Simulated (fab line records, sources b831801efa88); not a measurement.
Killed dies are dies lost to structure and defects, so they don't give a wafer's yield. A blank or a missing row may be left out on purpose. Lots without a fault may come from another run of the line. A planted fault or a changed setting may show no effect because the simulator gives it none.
Which tool did it? | flow sfq_line | 15 lots, 45 wafers sampled, at 1 step of a route of 325

WHAT THE GAUGES READ, wafer by wafer
The record holds no reading of a measuring or inspecting step that can be judged against a usual standard deviation.

WHICH TOOL RAN EACH LOT (tool, then ch and the chambers of the sampled wafers, then the start)
lot  | SFQ_TRILAYER_JJ_CE_LITHO_EXPOSE_115
L988 | krf_scanner-01 ch 0, day 55 00:11
L990 | krf_scanner-01 ch 0, day 55 04:11
L992 | krf_scanner-02 ch 0, day 55 07:05
L993 | krf_scanner-02 ch 0, day 55 08:17
L994 | krf_scanner-02 ch 0, day 55 09:29
L996 | krf_scanner-01, day 60 17:35
L997 | krf_scanner-01, day 60 18:59
L998 | krf_scanner-01, day 61 01:59
L999 | krf_scanner-01 ch 0, day 61 16:23
L100 | krf_scanner-01 ch 0, day 62 13:59
L105 | krf_scanner-02 ch 0, day 65 19:32
L106 | krf_scanner-02 ch 0, day 66 15:50
L107 | krf_scanner-02 ch 0, day 66 23:02
L109 | krf_scanner-01 ch 0, day 67 14:03
L110 | krf_scanner-01 ch 0, day 67 18:39
- SFQ_TRILAYER_JJ_CE_LITHO_EXPOSE_115: exposes mask J5, target cd 700 nm.

WHAT THE TOOLS THEMSELVES READ (means of the sampled wafers that have a number; where no wafer has one, the mark that the record gives instead)
SFQ_TRILAYER_JJ_CE_LITHO_EXPOSE_115. Usual: exposure_dose_mJ_cm2 14.398, standard deviation 0.016; focus_offset_nm 0.0 nm, standard deviation 0.53; stage_vel_mm_s 499.99 mm/s, standard deviation 0.24.
lot  | tool           | exposure_dose_mJ_cm2 | focus_offset_nm (nm) | stage_vel_mm_s (mm/s) | flag
L988 | krf_scanner-01 | 14.405               | 0.3                  | 499.87                |
L990 | krf_scanner-01 | 14.421               | 0.4                  | 500.32                |
L992 | krf_scanner-02 | 14.414               | -0.0                 | 499.85                |
L993 | krf_scanner-02 | 14.399               | 0.3                  | 499.67                |
L994 | krf_scanner-02 | 14.404               | -0.2                 | 500.32                |
L996 | krf_scanner-01 | -                    | -                    | -                     | OFF
L997 | krf_scanner-01 | -                    | -                    | -                     | OFF
L998 | krf_scanner-01 | -                    | -                    | -                     | OFF
L999 | krf_scanner-01 | 14.371               | 0.1                  | 500.14                |
L100 | krf_scanner-01 | 14.392               | 0.2                  | 500.15                |
L105 | krf_scanner-02 | 14.420               | 0.6                  | 499.84                |
L106 | krf_scanner-02 | 14.406               | -0.2                 | 499.76                |
L107 | krf_scanner-02 | 14.422               | -0.1                 | 500.07                |
L109 | krf_scanner-01 | 14.381               | -0.3                 | 499.62                |
L110 | krf_scanner-01 | 14.414               | -0.6                 | 499.99                |

THE ANSWER, worked out from the rows above alone
Rule: a lot is off if the mean of its wafers that have a number lies more than 3 standard deviations from the usual mean. A lot without any number at a reading at which 4 lots or more have one is off too. The other lots that the step has rows for count as sound. The gauges are gone through in route order, then the tools' own readings, and for those a lot's mean is taken as printed above. The first step at which some lot is off is used, and at that step the reading that is off furthest; a lot without a number counts as furthest.
Off: L996, L997, L998, at SFQ_TRILAYER_JJ_CE_LITHO_EXPOSE_115 (exposure_dose_mJ_cm2). Without a number there: L996, L997, L998.
A tool fits if, at that step or a process step before it, it ran every lot that is off, and no sound lot after the first of them. None of those tried fits.

WHAT THE SIMULATOR HAD PUT IN
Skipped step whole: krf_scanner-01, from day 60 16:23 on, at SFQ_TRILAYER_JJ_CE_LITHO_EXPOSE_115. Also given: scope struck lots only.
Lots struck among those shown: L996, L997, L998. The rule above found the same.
